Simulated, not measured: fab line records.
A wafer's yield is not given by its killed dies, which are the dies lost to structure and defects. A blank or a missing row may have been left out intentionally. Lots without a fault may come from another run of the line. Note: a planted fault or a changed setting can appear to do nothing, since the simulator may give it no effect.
A lot that was struck, set against a sound lot || flow sky130 || 21 steps out of a route of 708
Sound: the wafers L887.2, L887.3, L887.4. The struck wafers were L893.2, L893.3, L893.4. The cause is given at the end.
Order at every step that has rows: each side's tool, ch and its chambers, its first start. Under that, the readings that differ: sound wafers || struck wafers || difference of the means || sigmas: that difference in standard deviations of wafers without a fault.
alike: readings whose means differ by less than 2 such deviations, and words and numbers that are the same on both sides. not compared: withheld readings, readings that some wafer has no value for, bounds like >300 that may hide the same value, and numbers for which the record gives no deviation and whose values overlap.
Wherever a step has rows on one side only, a row that says differs or no value, or a row with sigmas, the two part there. Numbers that have no deviation but don't overlap get no sigmas and don't part them. A reading missing from all wafers of one side parts the sides only when that side holds two or more wafers.

first, 1 step without rows for these wafers: SKY_RES_XHIGH_IMPLANT_07.
SKY_RES_XHIGH_STRIP_08: strips in O2/N2.
  sound on plasmaAsher-01 ch 0,1, day 28 11:19; struck on plasmaAsher-03 ch 0,1, day 30 09:55
{"reading": "stripTimeToEndpointS (s)", "sound": "14.30 14.33 14.33", "struck": "14.23 14.19 14.19", "difference": -0.12, "sigmas": -3}
  alike: drypumpMotorCurrentA, oesProductAu
  not compared: rfHoursCounterH
SKY_RES_XHIGH_TW_MEAS_09:
  sound on filmMetro-03 at day 28 11:26; struck on filmMetro-04 at day 30 10:02
  alike: RES_XHIGH_TW
then, 7 steps without rows for these wafers: SKY_SD_N_DEHYDRATE_00 (time 60 s); SKY_SD_N_HMDS_01 (prime time 60 s); SKY_SD_N_COAT_02 (resist thk 1140 nm); SKY_SD_N_SOFTBAKE_03 (time 60 s); SKY_SD_N_EXPOSE_04 (exposes mask NSDM, target cd 380 nm); SKY_SD_N_PEB_05; SKY_SD_N_DEVELOP_06 (develop time 60 s).
SKY_SD_N_CD_MEAS_07: the cd target is 380 nm.
  sound on cdSem-02 at day 29 15:28; struck on cdSem-01 at day 31 13:04
  alike: cdNm
SKY_SD_N_OVL_MEAS_08:
  sound on overlay-01 at day 29 15:34; struck on overlay-01 at day 31 13:10
{"reading": "SD_N_OVL (nm)", "sound": "1.9 1.8 3.1", "struck": "-0.6 -0.6 -1.0", "difference": -3.0, "sigmas": -2}
SKY_SD_N_IMPLANT_09:
  sound on implanter-02 ch 0, day 29 15:37; struck on implanter-03 ch 0, day 31 13:47
  alike: endStationPressureTorr
after that, 1 step had no rows for these wafers: SKY_SD_N_IMPLANT_10.
SKY_SD_N_STRIP_11: strips in O2/N2.
  sound on plasmaAsher-01 ch 0,1, day 29 15:53; struck on plasmaAsher-01 ch 0,1, day 32 01:30
{"reading": "oesProductAu (a.u.)", "sound": "0.537 0.527 0.532", "struck": "0.513 0.519 0.513", "difference": -0.017, "sigmas": -4}
{"reading": "stripTimeToEndpointS (s)", "sound": "22.62 22.55 22.59", "struck": "23.76 23.79 23.82", "difference": "+1.20", "sigmas": "+30"}
  alike: drypumpMotorCurrentA
  not compared: rfHoursCounterH
SKY_SD_N_TW_MEAS_12:
  sound on filmMetro-03 at day 29 16:00; struck on filmMetro-02 at day 32 01:37
{"reading": "SD_N_TW", "sound": "3911 3909 3885", "struck": "4134 4142 4162", "difference": "+244", "sigmas": "+4"}
then, 1 step without rows for these wafers: SKY_SD_N_CLEAN_13 (cleans in SC1/SC2, time 150 s).
SKY_SD_N_RTA_14: time 2 s.
  sound on rtpAnneal-02 ch 0, day 29 16:07; struck on rtpAnneal-02 ch 0, day 32 01:59
  alike: lampPowerPct, rampUpCPerS, wafer_temp_C_max
SKY_SD_N_RS_MEAS_16: measurement is done with a four-point probe.
  sound on filmMetro-04 at day 29 16:18; struck on filmMetro-04 at day 32 02:24
{"reading": "SD_N_RS (ohm/sq)", "sound": "68.51 68.53 68.73", "struck": "63.92 63.89 63.97", "difference": -4.66, "sigmas": -42}
SKY_SD_N_RS_MEAS_17: measurement is done with a four-point probe.
  sound on filmMetro-04 at day 29 16:25; struck on filmMetro-04 at day 32 02:31
  alike: SD_P_RS
-- the record jumps here: 16 days lie between the struck wafers' starts before and after (it left off in module SD_N and takes up again in module PAD_OPEN, whose first step shown is number 708 of the route) --
SKY_PAD_OPEN_PROBE_99:
  sound on prober-02 at day 46 22:11; struck on prober-02 at day 48 13:01
{"reading": "model.etest.resNdiff.lineOhmUm", "sound": "748.6 763 739.6", "struck": "654.5 654 664.8", "difference": -92.6, "sigmas": ""}
{"reading": "model.etest.nfetG5v0d10v5.rOnOhmUm", "sound": "1860 1866 1875", "struck": "1807 1827 1773", "difference": -65, "sigmas": ""}
{"reading": "model.etest.sonosUncharged.rOnOhmUm", "sound": "784.4 809 797.8", "struck": "746.5 751.1 748", "difference": -48.5, "sigmas": ""}
{"reading": "model.etest.nfet_01v8.rOnOhmUm", "sound": "814.2 834.6 827.1", "struck": "791.8 798.5 782", "difference": -34.5, "sigmas": ""}
{"reading": "model.etest.nfet_01v8_lvt.driveUaUm", "sound": "597.3 569.1 585", "struck": "611.8 606.5 621.6", "difference": "+29.5", "sigmas": ""}
{"reading": "model.etest.liconNdiff.rcOhm", "sound": "180.3 178.2 176.7", "struck": "152.3 151.2 155.7", "difference": -25.3, "sigmas": ""}
{"reading": "model.etest.nfet_01v8.driveUaUm", "sound": "520.8 500 509", "struck": "527.4 530.5 540.9", "difference": "+23.0", "sigmas": ""}
  alike: killed_at_M0_to_M3, killed_at_M4_up, killedAtContacts, killedAtFrontEnd, killedAtOther, killedDies, killedOpen, killedShort
  not compared: model.etest.sramNfetPass.driveUaUm

== WHERE THEY PART ==
Last at SKY_SD_N_RS_MEAS_16 as far as this record goes, first at SKY_RES_XHIGH_STRIP_08. Later steps at which nothing parts them and some readings are alike: SKY_SD_N_RS_MEAS_17, SKY_PAD_OPEN_PROBE_99.

WHY: the cause the simulator had injected
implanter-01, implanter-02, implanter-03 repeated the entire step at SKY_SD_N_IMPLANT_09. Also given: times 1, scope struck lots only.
